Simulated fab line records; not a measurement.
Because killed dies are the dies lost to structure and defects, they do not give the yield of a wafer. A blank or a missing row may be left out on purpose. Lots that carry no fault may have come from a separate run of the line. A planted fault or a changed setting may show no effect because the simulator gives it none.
Which tool did it?	flow sky130	6 lots with 18 wafers sampled at 2 steps, on a route of 708 steps

== WHAT EACH GAUGE READ, for each wafer ==
SKY_VT_ADJUST_HVTR_OVL_MEAS_08.
lot	measured	on	VT_ADJUST_HVTR_OVL (nm)
L149	day 9 09:10	overlay-01	-2.2 -2.6 -1.5
L151	day 10 12:43	overlay-02	-0.8 0.4 -0.8
L153	day 10 20:19	overlay-02	-1.8 -0.6 -1.7
L155	day 11 16:16	overlay-01	132.6 131.8 132.1 133.8 133.4 133.0
L160	day 12 22:04	overlay-02	130.7 130.2 129.5 131.7 131.7 130.8
L165	day 14 12:29	overlay-01	-1.1 -0.7 -0.9

== TOOL THAT RAN EACH LOT (tool first, then ch and the chambers of the sampled wafers, then the start) ==
lot	SKY_VT_ADJUST_HVTR_EXPOSE_04
L149	iline stepper-02 ch 0, day 8 22:12
L151	iline stepper-01 ch 0, day 10 02:16
L153	iline stepper-02 ch 0, day 10 08:46
L155	iline stepper-02 ch 0, day 11 04:08
L160	iline stepper-02 ch 0, day 12 09:46
L165	iline stepper-01 ch 0, day 13 23:44
- SKY_VT_ADJUST_HVTR_EXPOSE_04: exposes mask HVTRM, target cd 380 nm.

== THE ANSWER, worked out from the rows above alone ==
Rule: the lots themselves supply what counts as usual. Put in order of their means at a reading, lots are off if they are a third of the lots or fewer, leave a main group of 4 or more, and stand apart from it by a gap of 3 or more times the standard deviation of the main group's means; of several such gaps the widest counts. The tables above print the reading to a certain number of digits; a main group whose means all agree to those digits is not used. Also off: a lot with no number at a reading for which 4 or more lots have one. The other lots that the step has rows for count as sound.
Off: L155, L160, seen at SKY_VT_ADJUST_HVTR_OVL_MEAS_08 (VT_ADJUST_HVTR_OVL). The main group has a mean of -1.2 nm with a standard deviation of 0.63.
A tool fits if, at a process step before that reading, it ran every lot that is off, and no sound lot after the first of them. Those tools and the gauges at SKY_VT_ADJUST_HVTR_OVL_MEAS_08 are tried in the same way. One candidate fits, namely iline stepper-02 at SKY_VT_ADJUST_HVTR_EXPOSE_04. A fault onset in the window from L153 (day 10 08:46, its last sound lot) to L155 (day 11 04:08, its first lot off) fits.

== WHAT THE SIMULATOR HAD PUT IN ==
Scanner matching overlay: iline stepper-02, from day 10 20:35 on, at SKY_VT_ADJUST_HVTR_EXPOSE_04. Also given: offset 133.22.
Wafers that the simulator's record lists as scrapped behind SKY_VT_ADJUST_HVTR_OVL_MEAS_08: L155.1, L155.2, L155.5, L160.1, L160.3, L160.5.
Struck lots among those shown: L155, L160. Same finding as the rule above.
